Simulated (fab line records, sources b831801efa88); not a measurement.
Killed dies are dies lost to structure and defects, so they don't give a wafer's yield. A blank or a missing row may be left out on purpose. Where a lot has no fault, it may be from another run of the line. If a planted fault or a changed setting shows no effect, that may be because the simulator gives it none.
Comparing a struck lot with a sound one ; flow sfq-line ; 21 out of 325 route steps
Sound: wafers L573.1, L573.2, L573.4. Wafers L580.2, L580.5, L580.6 were the ones struck. The cause comes at the end.
Per side, at each step with rows, come the tool, then ch with its chambers, and then its first start. Under that, the readings that differ: sound wafers ; struck wafers ; difference of the means ; sigmas: that difference in standard deviations of wafers without a fault.
alike: readings with means less than 2 such deviations apart, plus words and numbers identical on both sides. not compared: withheld readings, readings lacking a value on some wafer, bounds such as >300 that could conceal the same value, and numbers that have no deviation in the record and whose values overlap.
Wherever a step has rows on one side only, a row that says differs or no value, or a row with sigmas, the two part there. Numbers that have no deviation but don't overlap get no sigmas and don't part them. A reading missing from all wafers of one side parts the sides only when that side holds two or more wafers.

first, 2 steps without rows for these wafers: SFQ_TRILAYER_M1_LITHO_PEB_042 (peb time 60 s); SFQ_TRILAYER_M1_LITHO_DEVELOP_041 (time 60 s).
SFQ_M1_OVL_MEAS_911:
  struck on overlay-02, day 23 23:45; sound on overlay-01, day 21 16:25
  alike: M1_OVL
then, 1 step without rows for these wafers: SFQ_TRILAYER_M1_BARC_OPEN_METAL_ETCH_054 (etches BARC in O2, target depth 125 nm, time 41.7 s).
SFQ_TRILAYER_M1_ETCH_METAL_ETCH_042: etches Nb in Cl2/Ar, stops on SiO2, target depth 240 nm, time 120 s.
  sound on rie-metal-02 ch 0,1, day 21 16:31; struck on rie-metal-03 ch 0,1, day 23 23:50
  alike: drypump-motor-current-A, oes-product-au
  not compared: rf-hours-counter-h
then, 2 steps without rows for these wafers: SFQ_TRILAYER_M1_STRIP_STRIP_043 (strips in O2); SFQ_TRILAYER_M1_STRIP_SOLV_CLEAN_044 (cleans in NMP, time 600 s).
SFQ_TRILAYER_I1_DEP_PECVD_045: deposits SiO2 from SiH4/N2O, time 111.11 s, target thk 500 nm.
  sound on pecvd-01 ch 0,1,2, day 21 17:25; struck on pecvd-03 ch 0,1,2, day 24 00:44
  alike: heater-power-w, throttle-valve-pct
SFQ_TRILAYER_I1_CMP_CMP_046: polishes SiO2.
  sound on cmp-01 ch 1,2,3, day 21 20:22; struck on cmp-02 ch 2,3, day 24 01:40
  alike: edge-zone-pressure-frac, motor-current-A, time-to-endpoint-s
SFQ_I1_BOW_MEAS_912:
  struck on film-metro-03, day 24 04:41; sound on film-metro-01, day 21 23:22
  alike: I1_BOW
then, 2 steps without rows for these wafers: SFQ_TRILAYER_I1_METRO_MEASURE_047; SFQ_TRILAYER_I1_VIA_LITHO_COAT_054 (resist thk 62 nm).
SFQ_TRILAYER_I1_VIA_LITHO_COAT_049: resist thk 650 nm.
  sound on litho-track-03 ch 0, day 22 00:59; struck on litho-track-03 ch 0, day 24 06:20
reading;sound;struck;difference;sigmas
model.KrF_of_TRILAYER_I1_VIA_LITHO_COAT_049.thk-nm (nm);648.6 646 646.9;661.4 662.1 663.4;+15.1;
then, 4 steps without rows for these wafers: SFQ_TRILAYER_I1_VIA_LITHO_SOFTBAKE_053; SFQ_TRILAYER_I1_VIA_LITHO_EXPOSE_050 (exposes mask I1, target cd 500 nm); SFQ_TRILAYER_I1_VIA_LITHO_PEB_052 (peb time 60 s); SFQ_TRILAYER_I1_VIA_LITHO_DEVELOP_051 (time 60 s).
-- the record jumps here: 6 days lie between the struck wafers' starts before and after --
SFQ_I1_OVL_MEAS_913:
  struck on overlay-02, day 30 14:20; sound on overlay-02, day 28 05:22
reading;sound;struck;difference;sigmas
I1_OVL (nm);1 3 6;-14 -7 -10;-14;-3
SFQ_TRILAYER_I1_VIA_BARC_OPEN_VIA_ETCH_071: etches BARC in O2, target depth 125 nm, time 41.7 s.
  sound on rie-diel-02 ch 0,2,3, day 28 05:24; struck on rie-diel-02 ch 0,1,3, day 30 14:22
  alike: drypump-motor-current-A, oes-product-au
  not compared: rf-hours-counter-h
SFQ_TRILAYER_I1_VIA_ETCH_VIA_ETCH_052: etches SiO2 in CHF3, stops on Nb, target depth 260 nm.
  sound on rie-diel-02 ch 0,2,3, day 28 05:26; struck on rie-diel-02 ch 0,1,3, day 30 14:25
reading;sound;struck;difference;sigmas
model.KrF_of_TRILAYER_I1_VIA_LITHO_COAT_049.thk-nm (nm);527.4 521.6 526.9;540.5 539.1 544.2;+16.0;
  alike: drypump-motor-current-A, oes-product-au
SFQ_TRILAYER_I1_VIA_STRIP_STRIP_053: strips in O2.
  sound on rie-metal-04 ch 0,1, day 28 05:33; struck on rie-metal-04 ch 0,1, day 30 14:31
  alike: drypump-motor-current-A, oes-product-au
  not compared: rf-hours-counter-h

== WHERE THEY PART ==
Within this record, at SFQ_I1_OVL_MEAS_913 only. Later steps at which nothing parts them and some readings are alike: SFQ_TRILAYER_I1_VIA_BARC_OPEN_VIA_ETCH_071, SFQ_TRILAYER_I1_VIA_ETCH_VIA_ETCH_052, SFQ_TRILAYER_I1_VIA_STRIP_STRIP_053.

WHY: what had been put in by the simulator
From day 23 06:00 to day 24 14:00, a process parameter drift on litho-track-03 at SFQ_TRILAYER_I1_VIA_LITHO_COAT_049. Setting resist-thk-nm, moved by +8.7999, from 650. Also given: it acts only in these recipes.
